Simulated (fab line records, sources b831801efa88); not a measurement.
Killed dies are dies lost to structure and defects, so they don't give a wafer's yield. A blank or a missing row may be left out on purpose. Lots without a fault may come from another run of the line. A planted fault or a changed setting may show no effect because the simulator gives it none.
Chamber matching | flow sky130 | SKY_METAL4_ETCH_17 on rie_diel-02: 4 sister chambers
The step etches SiO2 in C4F8/O2/Ar, stops on TiN, time 3.9 s, target depth 15 nm. 22 wafers are shown with their chamber, then 11 later ones without.

WAFERS WITH THEIR CHAMBER
wafer  | chamber | oes_product_au (a.u.)
L075.1 | 1       | 0.753
L075.2 | 2       | 0.756
L075.3 | 3       | 0.755
L075.4 | 3       | 0.757
L075.5 | 2       | 0.765
L075.6 | 1       | 0.751
L076.1 | 2       | 0.755
L076.2 | 3       | 0.749
L076.3 | 1       | 0.758
L076.4 | 3       | 0.760
L076.5 | 2       | 0.756
L076.6 | 1       | 0.749
L085.1 | 0       | 0.755
L085.2 | 2       | 0.744
L085.3 | 3       | 0.746
L085.4 | 1       | 0.757
L085.5 | 1       | 0.765
L085.6 | 0       | 0.757
L086.1 | 1       | 0.752
L086.2 | 3       | 0.762
L086.6 | 1       | 0.751
L087.1 | 2       | 0.761

SIGNATURES (means of the wafers above)
reading        | chamber 0 | chamber 1 | chamber 2 | chamber 3 | scatter within a chamber
oes_product_au | 0.75600   | 0.75450   | 0.75617   | 0.75483   | 0.00596
Rule: a wafer's distance from a chamber is the root of the sum, over the readings, of the square of ((its reading less the chamber's mean) divided by the reading's scatter). The wafer belongs to the nearest chamber; if the next one is less than 2 further off, it can't be placed. The scatter: the root of (the sum of the squares of (reading less its chamber's mean) over the shown wafers, divided by (wafers less chambers)).

WAFERS WITHOUT THEIR CHAMBER
wafer  | oes_product_au (a.u.)
L087.2 | 0.753
L087.6 | 0.753
L088.1 | 0.738
L088.2 | 0.739
L088.5 | 0.737
L094.3 | 0.758
L094.5 | 0.755
L094.6 | 0.757
L096.1 | 0.756
L096.3 | 0.748
L096.5 | 0.754

WHICH CHAMBER EACH WENT THROUGH
wafer  | from the rows above               | in truth
L087.2 | can't be placed: 1 or 3 or 0 or 2 | 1
L087.6 | can't be placed: 1 or 3 or 0 or 2 | 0
L088.1 | can't be placed: 1 or 3 or 0 or 2 | 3
L088.2 | can't be placed: 1 or 3 or 0 or 2 | 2
L088.5 | can't be placed: 1 or 3 or 0 or 2 | 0
L094.3 | can't be placed: 2 or 0 or 3 or 1 | 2
L094.5 | can't be placed: 3 or 1 or 0 or 2 | 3
L094.6 | can't be placed: 2 or 0 or 3 or 1 | 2
L096.1 | can't be placed: 0 or 2 or 3 or 1 | 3
L096.3 | can't be placed: 1 or 3 or 0 or 2 | 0
L096.5 | can't be placed: 1 or 3 or 0 or 2 | 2
Placed correctly: 0 of 11. Can't be placed from these rows: 11 (the true chamber is among the candidates in 11). Placed wrongly: 0.
